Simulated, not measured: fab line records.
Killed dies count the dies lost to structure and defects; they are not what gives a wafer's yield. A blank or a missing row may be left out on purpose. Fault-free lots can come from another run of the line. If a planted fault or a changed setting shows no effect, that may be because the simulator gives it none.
Struck lot and sound lot, side by side	flow sky130	15 out of 708 route steps
Sound: the wafers L309.2, L309.4, L309.5. The struck wafers were L312.1, L312.3, L312.5. The cause is given at the end.
Each step with rows lists, per side, the tool, then ch with its chambers, then its first start. Under that, the readings that differ: sound wafers	struck wafers	difference of the means	sigmas: that difference in standard deviations of wafers without a fault.
alike: a reading whose means differ by less than 2 such deviations, as well as words and numbers matching on both sides. not compared: withheld readings; readings where some wafer has no value; bounds like >300 that might hide an equal value; numbers whose values overlap and for which the record gives no deviation.
The two part at a step that has a row with sigmas, a row that says differs or no value, or rows on one side only. Non-overlapping numbers with no deviation appear without sigmas and do not part them. A reading missing from all wafers of one side parts the sides only when that side holds two or more wafers.

first, 5 steps without rows for these wafers: SKY_LDD_N_COAT_02 (resist thk 300 nm); SKY_LDD_N_SOFTBAKE_03 (time 60 s); SKY_LDD_N_EXPOSE_04 (exposes mask NTM, target cd 840 nm); SKY_LDD_N_PEB_05; SKY_LDD_N_DEVELOP_06 (develop time 60 s).
SKY_LDD_N_OVL_MEAS_07:
  struck on overlay-02, day 20 13:43; sound on overlay-01, day 18 23:17
  alike: LDD_N_OVL
then, 6 steps without rows for these wafers: SKY_LDD_N_IMPLANT_08; SKY_LDD_N_IMPLANT_09; SKY_LDD_N_IMPLANT_10; SKY_LDD_N_IMPLANT_11; SKY_LDD_N_IMPLANT_12; SKY_LDD_N_IMPLANT_13.
SKY_LDD_N_IMPLANT_14:
  sound on implanter-01 ch 0, day 19 00:14; struck on implanter-01 ch 0, day 20 14:40
reading	sound	struck	difference	sigmas
doseIonsCm2	5.009e+12 4.996e+12 5.001e+12	3.807e+12 3.809e+12 3.804e+12	-1.195e+12	-99 or more
faradayCurrentUA	29.0 28.5 28.6	21.1 21.2 20.8	-7.7	-13
  alike: tiltDeg
following that, these wafers have no rows for 1 step: SKY_LDD_N_IMPLANT_15.
-- the record jumps here: 27 days lie between the struck wafers' starts before and after (it left off in module LDD_N and takes up again in module PAD_OPEN, whose first step shown is number 708 of the route) --
SKY_PAD_OPEN_PROBE_99:
  struck on prober-01, day 47 14:58; sound on prober-02, day 46 14:25
  alike: killed_at_M0_to_M3, killed_at_M4_up, killedAtContacts, killedAtFrontEnd, killedAtOther, killedDies, killedOpen, killedShort
  not compared: model.etest.nfet_01v8_swapped.vtSatV

## WHERE THEY PART
SKY_LDD_N_IMPLANT_14 only, going by this record. Later steps at which nothing parts them and some readings are alike: SKY_PAD_OPEN_PROBE_99.

WHY: what had been put in by the simulator
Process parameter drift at SKY_LDD_N_IMPLANT_14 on implanter-01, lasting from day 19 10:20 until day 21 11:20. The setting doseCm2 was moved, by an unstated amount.
